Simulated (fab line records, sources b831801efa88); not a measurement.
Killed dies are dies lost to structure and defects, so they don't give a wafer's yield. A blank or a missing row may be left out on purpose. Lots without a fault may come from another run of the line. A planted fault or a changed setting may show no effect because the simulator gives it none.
fab line records | flow sky130
record lots=6 wafers=18 last_day=50
route steps=708 shown LDD_HVN@274 LDD_HVP@278 LDD_LDN@289 PAD_OPEN@708
lots that met no fault: from a run of the same line without faults
start_h: hours from the record's first day to the start of the lot's first wafer shown | wait_h: hours since the lot's step before | " the same as in the row above | L1.1+2: a row that stands for several wafers | - no value, or no start given | * or withheld: withheld | < > ~ a bound
route shown NAME@n: a module of which the file shows steps, and the number in the route of the first | usual: mean/standard deviation of fault-free wafers | same: alike in all rows | chamber/n: place in a boat | sites: the reading at each site | _std_site: their standard deviation | _edge_site: outer sites' mean less inner sites' | radius_mm: how far each site lies from the wafer's centre | mask NAME#n: copy n | behind: the tool/chamber that last shaped the wafer | hold: why the lot was held/for how many hours/how that ended | device: the transistor (n, p or np) that didn't switch | end of line: the same wafers' tests at the end of the route | a step without rows: its recipe alone | killed: dies lost to structure and defects at the first sort, not the wafer's yield | map: a wafer's dies, x killed, . not, _ none there
set.NAME: the setting as run; set.NAME@STEP: as run at that earlier step | model.NAME: the simulator's own value behind a step, which no gauge read
lots at some steps of the route; a table a step, a row a wafer
services: from which hour (start_h, from the record's first day; less than 0 if before it) a tool's chamber was out of use, for how many hours, and why
## steps
# step SKY_LDD_HVN_OVL_MEAS_07
# usual LDD_HVN_OVL=1.1/1.3
# columns lot.wafer tool chamber start_h wait_h LDD_HVN_OVL[nm]
L995.2 overlay-01 - 546.88 0.1 -0.4
L995.3 " - " " 1.8
L995.4 " - " " -0.6
L998.3 overlay-01 - 571.76 0.1 3.6
L998.4 " - " " 2.1
L998.5 " - " " 2.0
L999.1 overlay-01 - 581.42 0.1 -0.4
L999.2 " - " " 0.6
L999.5 " - " " 2.3
L104.1 overlay-02 - 622.14 0.1 2.3
L104.2 " - " " 2.1
L104.6 " - " " 1.6
L107.2 overlay-01 - 642.39 0.1 1.7
L107.3 " - " " 2.7
L107.5 " - " " 3.1
L108.1 overlay-02 - 651.04 0.1 1.8
L108.2 " - " " 1.9
L108.6 " - " " 2.8
# step SKY_LDD_HVN_IMPLANT_08
# recipe species=P energy_kev=60.33 dose_cm2=3e+13 tilt_deg=40
# step SKY_LDD_HVN_STRIP_09
# recipe chemistry=O2/N2 power_w=1400 pressure_mtorr=1500 platen_temp_c=withheld o2_flow_sccm=3000 n2_flow_sccm=300 overash_fraction=0.5
# usual drypump_motor_current_A=5.8/0.5 oes_product_au=0.409/0.0049 strip_time_to_endpoint_s=4.142/0.014
# same overash_fraction=0.5
# columns lot.wafer tool chamber start_h wait_h drypump_motor_current_A oes_product_au rf_hours_counter_h strip_time_to_endpoint_s
L995.2 plasma_asher-03 1 547.06 0.1 6.5 0.413 82 4.151
L995.3 " 0 " " 6.1 0.412 - 4.140
L995.4 " 1 " " 6.5 0.407 - 4.140
L998.3 plasma_asher-04 0 571.96 0.1 5.0 0.413 - 4.166
L998.4 " 1 " " 5.4 0.406 - 4.144
L998.5 " 0 " " 5.0 0.409 - 4.153
L999.1 plasma_asher-04 1 581.60 0.1 5.4 0.406 80 4.147
L999.2 " 0 " " 5.0 0.401 80 4.136
L999.5 " 1 " " 5.4 0.412 - 4.128
L104.1 plasma_asher-04 1 622.33 0.1 5.4 0.404 84 4.164
L104.2 " 0 " " 5.0 0.407 84 4.172
L104.6 " 1 " " 5.5 0.406 - 4.160
L107.2 plasma_asher-04 1 642.57 0.1 5.4 0.407 86 4.151
L107.3 " 1 " " 5.4 0.404 - 4.138
L107.5 " 1 " " 5.4 0.409 - 4.140
L108.1 plasma_asher-04 0 651.23 0.1 5.0 0.410 87 4.130
L108.2 " 1 " " 5.5 0.404 87 4.132
L108.6 " 0 " " 5.0 0.413 - 4.132
# step SKY_LDD_HVN_TW_MEAS_10
# usual LDD_HVN_TW=1432/17
# columns lot.wafer tool chamber start_h wait_h LDD_HVN_TW
L995.2 film_metro-01 - 547.17 0.1 1459
L995.3 " - " " 1456
L995.4 " - " " 1461
L998.3 film_metro-01 - 572.05 0.1 1440
L998.4 " - " " 1451
L998.5 " - " " 1445
L999.1 film_metro-04 - 581.70 0.1 1454
L999.2 " - " " 1461
L999.5 " - " " 1446
L104.1 film_metro-02 - 622.43 0.1 1416
L104.2 " - " " 1412
L104.6 " - " " 1417
L107.2 film_metro-02 - 642.68 0.1 1409
L107.3 " - " " 1413
L107.5 " - " " 1418
L108.1 film_metro-02 - 651.33 0.1 1412
L108.2 " - " " 1421
L108.6 " - " " 1412
# step SKY_LDD_HVP_DEHYDRATE_00
# recipe temp_c=200 time_s=60
# step SKY_LDD_HVP_HMDS_01
# recipe prime_time_s=60 prime_temp_c=120
# step SKY_LDD_HVP_COAT_02
# recipe resist=NOVOLAK spin_rpm=3000 resist_thk_nm=300
# step SKY_LDD_HVP_SOFTBAKE_03
# recipe temp_c=90 time_s=60 resist=NOVOLAK
# step SKY_LDD_HVP_EXPOSE_04
# recipe mask_id=HVPTM na=0.6 source_shape=conventional sigma_outer=0.6 polarization=unpolarized target_cd_nm=700 dose_mj=86
# step SKY_LDD_HVP_PEB_05
# recipe temp_c=withheld time_s=* resist=NOVOLAK
# step SKY_LDD_HVP_DEVELOP_06
# recipe resist=NOVOLAK developer=TMAH develop_time_s=60 dev_temp_c=23
# step SKY_LDD_HVP_OVL_MEAS_07
# usual LDD_HVP_OVL=-0.1/1.3
# columns lot.wafer tool chamber start_h wait_h LDD_HVP_OVL[nm]
L995.2 overlay-01 - 576.95 0.1 -0.3
L995.3 " - " " -0.1
L995.4 " - " " 0.6
L998.3 overlay-01 - 601.83 0.1 -1.6
L998.4 " - " " -1.2
L998.5 " - " " -0.4
L999.1 overlay-02 - 610.54 0.1 -1.2
L999.2 " - " " -0.5
L999.5 " - " " -1.2
L104.1 overlay-01 - 651.64 0.1 0.0
L104.2 " - " " -0.8
L104.6 " - " " 0.5
L107.2 overlay-01 - 671.15 0.1 0.5
L107.3 " - " " -0.9
L107.5 " - " " -0.3
L108.1 overlay-01 - 679.69 0.1 -0.5
L108.2 " - " " -0.9
L108.6 " - " " 0.4
# step SKY_LDD_HVP_IMPLANT_08
# recipe species=B energy_kev=20 dose_cm2=1.7e+13 tilt_deg=17.9
# usual beam_energy_keV=20.000/0.0057 dose_ions_cm2=1.6998e+13/1.8e+10 tilt_deg=17.897/0.018
# columns lot.wafer tool chamber start_h wait_h beam_energy_keV dose_ions_cm2 tilt_deg model.implant.rp_nm model.implant.drp_nm
L995.2 implanter-02 0 577.00 0.0 16.709 1.6977e+13 17.918 53.87 25.06
L995.3 " 0 " " 16.710 1.7006e+13 17.886 53.87 25.06
L995.4 " 0 " " 16.715 1.6964e+13 17.885 53.87 25.06
L998.3 implanter-02 0 601.90 0.1 16.703 1.6978e+13 17.893 53.74 25.06
L998.4 " 0 " " 16.705 1.6964e+13 17.834 53.74 25.06
L998.5 " 0 " " 16.703 1.6985e+13 17.908 53.74 25.06
L999.1 implanter-01 0 610.58 0.0 19.998 1.7016e+13 17.918 62.13 28.53
L999.2 " 0 " " 20.004 1.7013e+13 17.890 62.13 28.53
L999.5 " 0 " " 19.993 1.7005e+13 17.885 62.13 28.53
L104.1 implanter-01 0 651.68 0.0 19.994 1.6989e+13 17.913 59.79 28.53
L104.2 " 0 " " 19.997 1.701e+13 17.907 59.79 28.53
L104.6 " 0 " " 19.996 1.7014e+13 17.909 59.79 28.53
L107.2 implanter-01 0 671.20 0.0 19.998 1.6999e+13 17.905 61.6 28.53
L107.3 " 0 " " 19.998 1.6998e+13 17.910 61.6 28.53
L107.5 " 0 " " 19.993 1.7011e+13 17.900 61.6 28.53
L108.1 implanter-02 0 679.73 0.0 19.990 1.6988e+13 17.910 63.99 28.53
L108.2 " 0 " " 19.996 1.6997e+13 17.912 63.99 28.53
L108.6 " 0 " " 19.992 1.6994e+13 17.909 63.99 28.53
# step SKY_LDD_HVP_STRIP_09
# recipe chemistry=O2/N2 power_w=1400 pressure_mtorr=1500 platen_temp_c=withheld o2_flow_sccm=3000 n2_flow_sccm=300 overash_fraction=0.5
# usual drypump_motor_current_A=5.90/0.3 oes_product_au=0.408/0.0047 strip_time_to_endpoint_s=4.135/0.016
# same overash_fraction=0.5
# columns lot.wafer tool chamber start_h wait_h drypump_motor_current_A oes_product_au rf_hours_counter_h strip_time_to_endpoint_s
L995.2 plasma_asher-03 1 577.13 0.1 6.46 0.410 85 4.111
L995.3 " 1 " " 6.44 0.409 - 4.139
L995.4 " 0 " " 6.08 0.405 - 4.113
L998.3 plasma_asher-01 0 602.04 0.1 5.75 0.407 - 4.130
L998.4 " 1 " " 5.88 0.401 - 4.135
L998.5 " 1 " " 5.89 0.415 - 4.148
L999.1 plasma_asher-02 1 610.73 0.1 5.54 0.412 12 4.163
L999.2 " 0 " " 5.57 0.407 12 4.157
L999.5 " 0 " " 5.53 0.399 - 4.177
L104.1 plasma_asher-03 0 651.83 0.1 6.09 0.410 92 4.158
L104.2 " 1 " " 6.45 0.407 92 4.146
L104.6 " 1 " " 6.40 0.403 - 4.152
L107.2 plasma_asher-01 1 671.33 0.1 5.88 0.408 59 4.120
L107.3 " 1 " " 5.88 0.408 - 4.146
L107.5 " 1 " " 5.88 0.410 - 4.137
L108.1 plasma_asher-01 0 679.88 0.1 5.74 0.412 59 4.103
L108.2 " 1 " " 5.87 0.414 59 4.124
L108.6 " 0 " " 5.75 0.403 - 4.117
# step SKY_LDD_HVP_TW_MEAS_10
# usual LDD_HVP_TW=455/4.5
# columns lot.wafer tool chamber start_h wait_h LDD_HVP_TW
L995.2 film_metro-01 - 577.24 0.1 446
L995.3 " - " " 443
L995.4 " - " " 444
L998.3 film_metro-03 - 602.12 0.1 441
L998.4 " - " " 440
L998.5 " - " " 438
L999.1 film_metro-01 - 610.83 0.1 462
L999.2 " - " " 463
L999.5 " - " " 463
L104.1 film_metro-03 - 651.93 0.1 454
L104.2 " - " " 457
L104.6 " - " " 454
L107.2 film_metro-02 - 671.44 0.1 449
L107.3 " - " " 449
L107.5 " - " " 448
L108.1 film_metro-03 - 679.98 0.1 455
L108.2 " - " " 452
L108.6 " - " " 457
# step SKY_LDD_LDN_DEHYDRATE_00
# recipe temp_c=200 time_s=60
# step SKY_PAD_OPEN_PROBE_99
# usual killed_at_M0_to_M3=43/7.3 killed_at_M4_up=3.1/1.8 killed_at_contacts=24/5.4 killed_at_front_end=15/4.1 killed_at_other=0.2/0.52 killed_dies=86/10 killed_open=47/7.3 killed_short=39/6.4
# same gross_dies=492 killed_at_back_side=0
# columns lot.wafer tool chamber start_h wait_h killed_at_M0_to_M3 killed_at_M4_up killed_at_contacts killed_at_front_end killed_at_other killed_dies killed_open killed_short model.etest.tip_p_5v.rs_ohm_sq model.etest.pfet_g5v0d10v5.off_log10_a_um model.etest.pfet_g5v0d10v5.vt_sat_v
L995.2 prober-02 - 1132.14 0.1 31 3 28 16 0 78 50 28 2939 -12.53 -0.635
L995.3 prober-02 - 1132.19 0.2 44 2 19 16 0 81 48 33 2945 -12.63 -0.6459
L995.4 prober-02 - 1132.24 0.2 51 2 36 15 0 104 60 44 2946 -12.57 -0.636
L998.3 prober-01 - 1147.72 0.2 50 3 21 15 0 89 41 48 2939 -12.96 -0.6764
L998.4 prober-01 - 1147.77 0.2 53 7 22 14 0 96 50 46 2931 -12.97 -0.6758
L998.5 prober-01 - 1147.82 0.2 55 4 27 7 0 93 44 49 2938 -12.84 -0.672
L999.1 prober-02 - 1151.97 0.1 41 3 24 15 0 83 50 33 2876 -12.6 -0.636
L999.2 prober-02 - 1152.02 0.1 30 2 20 18 0 70 30 40 2859 -11.93 -0.5846
L999.5 prober-02 - 1152.17 0.2 51 5 15 12 0 83 34 49 2851 -12.66 -0.6433
L104.1 prober-02 - 1175.61 0.1 44 1 33 16 0 94 52 42 2877 -12.19 -0.6038
L104.2 prober-02 - 1175.66 0.1 53 2 21 14 0 90 53 37 2896 -12.82 -0.6571
L104.6 prober-02 - 1175.86 0.2 38 5 18 12 0 73 46 27 2892 -12.46 -0.6432
L107.2 prober-02 - 1190.68 0.1 34 7 24 21 0 86 53 33 2864 -12.44 -0.6222
L107.3 prober-02 - 1190.73 0.2 51 7 27 14 0 99 51 48 2847 -12.2 -0.6013
L107.5 prober-02 - 1190.83 0.2 39 7 32 21 0 99 46 53 2848 -12.46 -0.6293
L108.1 prober-01 - 1192.59 0.1 36 1 27 18 0 82 45 37 2872 -12.88 -0.6718
L108.2 prober-01 - 1192.64 0.1 46 3 27 16 1 93 52 41 2874 -12.63 -0.6505
L108.6 prober-01 - 1192.84 0.2 41 2 28 17 0 88 45 42 2889 -12.59 -0.6462
# killed by level:class
L995.2 CONTACT:geometric_particle:open=16 VIA1:geometric_particle:open=9 FIELD_ISO:geometric_particle:short=6 FIELD_ISO:geometric_particle:open=4 LI_CONTACT:geometric_particle:open=4 METAL1:geometric_particle:short=4 METAL1:geometric_particle:open=4 VIA2:geometric_particle:open=4
L995.3 VIA1:geometric_particle:open=9 CONTACT:geometric_particle:open=8 METAL2:geometric_particle:short=8 VIA2:geometric_particle:open=8 VIA3:geometric_particle:open=6 FIELD_ISO:geometric_particle:open=5 POLY_GATE:geometric_particle:open=5 LI_CONTACT:geometric_particle:open=5
L995.4 CONTACT:geometric_particle:open=12 VIA2:geometric_particle:open=11 VIA1:geometric_particle:open=11 LI_CONTACT:geometric_particle:open=9 CONTACT:geometric_particle:short=8 LOCAL_INTERCONNECT:geometric_particle:short=7 METAL1:geometric_particle:short=7 FIELD_ISO:geometric_particle:open=5
L998.3 VIA1:geometric_particle:open=13 METAL1:geometric_particle:short=7 VIA2:geometric_particle:open=7 VIA2:geometric_particle:short=6 FIELD_ISO:geometric_particle:short=5 LOCAL_INTERCONNECT:geometric_particle:short=5 CONTACT:geometric_particle:open=5 FIELD_ISO:geometric_particle:open=4
L998.4 VIA1:geometric_particle:open=14 CONTACT:geometric_particle:open=10 METAL4:geometric_particle:short=7 LI_CONTACT:geometric_particle:open=6 METAL1:geometric_particle:short=6 VIA1:geometric_particle:short=6 METAL2:geometric_particle:short=6 VIA2:geometric_particle:open=4
L998.5 VIA1:geometric_particle:open=15 CONTACT:geometric_particle:open=9 METAL1:geometric_particle:short=9 METAL2:geometric_particle:short=9 LI_CONTACT:geometric_particle:short=6 LI_CONTACT:geometric_particle:open=6 METAL3:geometric_particle:short=5 CONTACT:geometric_particle:short=4
L999.1 VIA3:geometric_particle:open=12 CONTACT:geometric_particle:open=9 VIA2:geometric_particle:open=8 LI_CONTACT:geometric_particle:open=7 FIELD_ISO:geometric_particle:open=6 VIA1:geometric_particle:short=5 METAL2:geometric_particle:short=4 LI_CONTACT:geometric_particle:short=3
L999.2 CONTACT:geometric_particle:short=7 FIELD_ISO:geometric_particle:short=6 VIA1:geometric_particle:open=6 LOCAL_INTERCONNECT:geometric_particle:short=6 VIA3:geometric_particle:open=5 POLY_GATE:geometric_particle:open=4 CONTACT:geometric_particle:open=4 VIA1:geometric_particle:short=4
L999.5 VIA2:geometric_particle:open=7 VIA3:geometric_particle:open=7 VIA3:geometric_particle:short=7 CONTACT:geometric_particle:open=6 METAL1:geometric_particle:short=6 VIA1:geometric_particle:short=6 METAL4:geometric_particle:short=5 METAL2:geometric_particle:short=5
L104.1 CONTACT:geometric_particle:open=14 VIA3:geometric_particle:open=10 VIA1:geometric_particle:open=8 LI_CONTACT:geometric_particle:open=7 METAL2:geometric_particle:short=6 METAL1:geometric_particle:short=5 FIELD_ISO:geometric_particle:short=4 POLY_GATE:geometric_particle:open=4
L104.2 VIA1:geometric_particle:open=13 LI_CONTACT:geometric_particle:open=6 METAL1:geometric_particle:short=6 VIA1:geometric_particle:short=6 VIA2:geometric_particle:open=6 VIA3:geometric_particle:open=6 POLY_GATE:geometric_particle:open=5 CONTACT:geometric_particle:open=5
L104.6 VIA1:geometric_particle:open=12 CONTACT:geometric_particle:open=7 VIA3:geometric_particle:open=7 LOCAL_INTERCONNECT:geometric_particle:short=4 LI_CONTACT:geometric_particle:open=4 VIA2:geometric_particle:open=4 FIELD_ISO:geometric_particle:short=3 METAL1:geometric_particle:short=3
L107.2 VIA1:geometric_particle:open=12 LI_CONTACT:geometric_particle:open=11 VIA3:geometric_particle:open=7 FIELD_ISO:geometric_particle:open=6 CONTACT:geometric_particle:open=6 METAL1:geometric_particle:short=6 FIELD_ISO:geometric_particle:short=3 METAL4:geometric_particle:short=3
L107.3 VIA1:geometric_particle:open=16 CONTACT:geometric_particle:open=10 METAL1:geometric_particle:short=8 POLY_GATE:geometric_particle:short=6 LI_CONTACT:geometric_particle:open=6 VIA3:geometric_particle:open=6 VIA1:geometric_particle:short=6 POLY_GATE:geometric_particle:open=5
L107.5 CONTACT:geometric_particle:open=13 CONTACT:geometric_particle:short=8 VIA1:geometric_particle:open=7 METAL4:geometric_particle:short=6 LOCAL_INTERCONNECT:geometric_particle:short=6 VIA3:geometric_particle:open=6 METAL2:geometric_particle:short=5 VIA1:geometric_particle:short=5
L108.1 LI_CONTACT:geometric_particle:open=9 CONTACT:geometric_particle:open=7 VIA2:geometric_particle:open=7 POLY_GATE:geometric_particle:short=6 POLY_GATE:geometric_particle:open=5 CONTACT:geometric_particle:short=5 VIA1:geometric_particle:open=5 METAL2:geometric_particle:short=5
L108.2 CONTACT:geometric_particle:open=14 VIA1:geometric_particle:open=12 METAL2:geometric_particle:short=6 FIELD_ISO:geometric_particle:open=5 POLY_GATE:geometric_particle:short=5 VIA2:geometric_particle:short=5 CONTACT:geometric_particle:short=4 METAL1:geometric_particle:short=4
L108.6 VIA2:geometric_particle:open=9 LOCAL_INTERCONNECT:geometric_particle:short=8 CONTACT:geometric_particle:open=7 VIA1:geometric_particle:open=6 FIELD_ISO:geometric_particle:short=5 POLY_GATE:geometric_particle:open=5 LI_CONTACT:geometric_particle:open=5 CONTACT:geometric_particle:short=5
## services
# columns tool chamber start_h hours kind
implanter-02 - 539.66 1.3 repair
implanter-01 - 608.40 0.9 repair
plasma_asher-03 - 621.64 1.5 repair
implanter-02 - 635.71 6.2 repair
plasma_asher-02 - 644.63 14.6 pm
plasma_asher-01 - 657.68 0.9 repair
plasma_asher-01 - 663.05 3.1 repair
implanter-01 - 664.03 2.6 pm
plasma_asher-03 - 679.74 5.6 repair
## key
first_sign step=SKY_LDD_HVP_IMPLANT_08 reading=beam_energy_keV direction=down sigmas=99+ usual=* struck=*
effect step=SKY_LDD_HVP_TW_MEAS_10 reading=LDD_HVP_TW direction=down sigmas=2.9 usual=455 struck=442
model_effect step=SKY_LDD_HVP_IMPLANT_08 value=implant.rp_nm without=64.31 struck=53.8
model_effect step=SKY_PAD_OPEN_PROBE_99 value=etest.tip_p_5v.rs_ohm_sq without=2829 struck=2940
met_at SKY_LDD_HVP_IMPLANT_08
struck_wafers L995.2,L995.3,L995.4,L998.3,L998.4,L998.5
tester_left_out L995,L998
fault kind=process_parameter_drift tool=implanter-02 chamber=- onset_h=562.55 steps=SKY_LDD_HVP_IMPLANT_08 channel=energy_kev offset=* shape=step end_h=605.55 acts_in=* stated=*
# tester_left_out: of these lots the tester's yield and bins aren't shown, on N5 and GAA mostly nor the transistor test; their killed dies are dies lost to structure and defects alone, not to doping, threshold or leakage, so they don't give the yield
